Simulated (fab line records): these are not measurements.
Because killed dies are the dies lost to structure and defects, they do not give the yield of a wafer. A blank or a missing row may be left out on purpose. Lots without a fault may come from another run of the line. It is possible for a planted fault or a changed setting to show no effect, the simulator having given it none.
Chamber matching || flow gf180mcu || cmp-02 running GF_V3_CMP_26: 4 sister chambers
The step polishes, stops on SiO2, t overpolish 15 s, target thk 0 nm. 4 wafers are shown with their chamber, then 7 later ones without.

== WAFERS, EACH WITH ITS CHAMBER ==
{"wafer": "L082.6", "chamber": 0, "motor-current-A (A)": 11.9}
{"wafer": "L085.6", "chamber": 2, "motor-current-A (A)": 12.1}
{"wafer": "L092.3", "chamber": 3, "motor-current-A (A)": 11.5}
{"wafer": "L092.4", "chamber": 1, "motor-current-A (A)": 10.7}

== WAFERS MISSING THEIR CHAMBER ==
{"wafer": "L092.6", "motor-current-A (A)": 11.8}
{"wafer": "L093.1", "motor-current-A (A)": 10.4}
{"wafer": "L093.3", "motor-current-A (A)": 12.0}
{"wafer": "L093.4", "motor-current-A (A)": 12.6}
{"wafer": "L097.3", "motor-current-A (A)": 12.1}
{"wafer": "L097.5", "motor-current-A (A)": 11.9}
{"wafer": "L097.6", "motor-current-A (A)": 12.5}

== CHAMBER TAKEN BY EACH ==
{"wafer": "L092.6", "from the rows above": "can't be placed: 0 or 2 or 3", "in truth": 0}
{"wafer": "L093.1", "from the rows above": 1, "in truth": 1}
{"wafer": "L093.3", "from the rows above": "can't be placed: 0 or 2 or 3", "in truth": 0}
{"wafer": "L093.4", "from the rows above": "can't be placed: 2 or 0", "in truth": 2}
{"wafer": "L097.3", "from the rows above": "can't be placed: 2 or 0", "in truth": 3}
{"wafer": "L097.5", "from the rows above": "can't be placed: 0 or 2 or 3", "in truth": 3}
{"wafer": "L097.6", "from the rows above": "can't be placed: 2 or 0", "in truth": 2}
Correctly placed: 1 of 7. These rows do not allow placing 6 (true chamber among the candidates in 5). 0 placed wrongly.
How it was worked out, from the rows above alone: a wafer's distance from a chamber is the root of the sum, over the readings, of the square of ((its reading less the chamber's mean) divided by the reading's scatter). The wafer belongs to the nearest chamber; if the next one is less than 2 further off, it can't be placed. Each chamber's mean is taken over the wafers shown for it. The scatter: root of mean squared gap, hidden wafer to nearest shown wafer, with one shown wafer a chamber.
